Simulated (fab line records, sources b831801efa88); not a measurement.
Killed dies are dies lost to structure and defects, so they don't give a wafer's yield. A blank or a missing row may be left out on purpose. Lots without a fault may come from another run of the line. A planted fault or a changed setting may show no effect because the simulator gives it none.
Which tool did it? | flow sky130 | 12 lots, 34 wafers sampled, at 3 steps of a route of 708

WHAT THE GAUGES READ, wafer by wafer
SKY_CAP2M_OVL_MEAS_12. Usual: CAP2M_OVL 1.7 nm, standard deviation 1.4.
lot  | measured     | on         | CAP2M_OVL (nm) | flag
L386 | day 40 12:04 | overlay-01 | 3.4 0.4 2.3    |
L388 | day 41 07:41 | overlay-02 | 2.6 2.6 0.5    |
L389 | day 41 13:04 | overlay-02 | 1.5 -0.2 0.2   |
L390 | day 42 03:02 | overlay-01 | 0.9 0.7 -0.1   |
L391 | day 42 07:22 | overlay-02 | 2.7 3.2 2.1    |
L392 | day 42 09:14 | overlay-01 | -2.2 -0.1 -2.0 |
L401 | day 45 04:07 | overlay-02 | 2.4 1.3        |
L402 | day 45 04:47 | overlay-01 | 1.3 3.7        |
L404 | day 45 17:34 | overlay-01 | 0.6 0.1 -1.0   |
L407 | day 46 08:41 | overlay-02 | 0.4 1.2 0.6    |
L408 | day 46 15:26 | overlay-01 | 3.9 2.2 2.4    |
L409 | day 46 21:35 | overlay-02 | 1.5 2.0 2.1    |

SKY_METAL4_CD_MEAS_13: target cd 300 nm. Usual: cd_nm 300.3 nm, standard deviation 1.6.
lot  | measured     | on        | cd_nm (nm)        | flag
L386 | day 41 12:46 | cd_sem-01 | 303.0 304.5 302.9 |
L388 | day 42 08:19 | cd_sem-01 | 301.1 300.8 300.4 |
L389 | day 42 13:32 | cd_sem-02 | 300.6 300.9 300.6 |
L390 | day 43 03:34 | cd_sem-02 | 299.8 299.6 298.5 |
L391 | day 43 07:40 | cd_sem-02 | 299.8 299.1 301.3 |
L392 | day 43 09:28 | cd_sem-01 | 302.0 301.0 301.1 |
L401 | day 46 01:35 | cd_sem-02 | 301.3 299.9       |
L402 | day 46 03:05 | cd_sem-02 | 302.2 300.5       |
L404 | day 46 14:38 | cd_sem-02 | 300.3 300.6 301.4 |
L407 | day 47 05:13 | cd_sem-02 | 299.0 300.4 298.7 |
L408 | day 47 11:46 | cd_sem-02 | 298.9 300.0 299.8 |
L409 | day 47 18:28 | cd_sem-02 | 297.2 298.1 298.6 |

WHICH TOOL RAN EACH LOT (tool, then ch and the chambers of the sampled wafers, then the start)
lot  | SKY_CAP2M_SPUTTER_02
L386 | pvd_sputter-01, day 39 11:58
L388 | pvd_sputter-01, day 40 07:41
L389 | pvd_sputter-04, day 40 13:13
L390 | pvd_sputter-01, day 41 03:25
L391 | pvd_sputter-02, day 41 07:22
L392 | pvd_sputter-02, day 41 09:37
L401 | pvd_sputter-02, day 44 06:37
L402 | pvd_sputter-02, day 44 07:31
L404 | pvd_sputter-04, day 44 20:07
L407 | pvd_sputter-01, day 45 11:45
L408 | pvd_sputter-01, day 45 18:45
L409 | pvd_sputter-01, day 46 01:27
- SKY_CAP2M_SPUTTER_02: material TiN, target thk 200 nm, time 166.7 s.

WHAT THE TOOLS THEMSELVES READ (means of the sampled wafers that have a number; where no wafer has one, the mark that the record gives instead)
SKY_CAP2M_SPUTTER_02. Usual: throttle_valve_pct 30.4 %, standard deviation 0.93.
lot  | tool           | throttle_valve_pct (%) | flag
L386 | pvd_sputter-01 | 30.6                   |
L388 | pvd_sputter-01 | 30.2                   |
L389 | pvd_sputter-04 | 31.7                   |
L390 | pvd_sputter-01 | 30.7                   |
L391 | pvd_sputter-02 | 31.2                   |
L392 | pvd_sputter-02 | 30.2                   |
L401 | pvd_sputter-02 | 29.2                   |
L402 | pvd_sputter-02 | 29.8                   |
L404 | pvd_sputter-04 | 31.1                   |
L407 | pvd_sputter-01 | 30.7                   |
L408 | pvd_sputter-01 | 30.7                   |
L409 | pvd_sputter-01 | 29.9                   |

THE ANSWER, worked out from the rows above alone
Rule: a lot is off if the mean of its wafers that have a number lies more than 3 standard deviations from the usual mean. A lot without any number at a reading at which 4 lots or more have one is off too. The other lots that the step has rows for count as sound. The gauges are gone through in route order, then the tools' own readings, and for those a lot's mean is taken as printed above. The first step at which some lot is off is used, and at that step the reading that is off furthest; a lot without a number counts as furthest.
No lot is off at any reading shown: from this, nothing can be told.

WHAT THE SIMULATOR HAD PUT IN
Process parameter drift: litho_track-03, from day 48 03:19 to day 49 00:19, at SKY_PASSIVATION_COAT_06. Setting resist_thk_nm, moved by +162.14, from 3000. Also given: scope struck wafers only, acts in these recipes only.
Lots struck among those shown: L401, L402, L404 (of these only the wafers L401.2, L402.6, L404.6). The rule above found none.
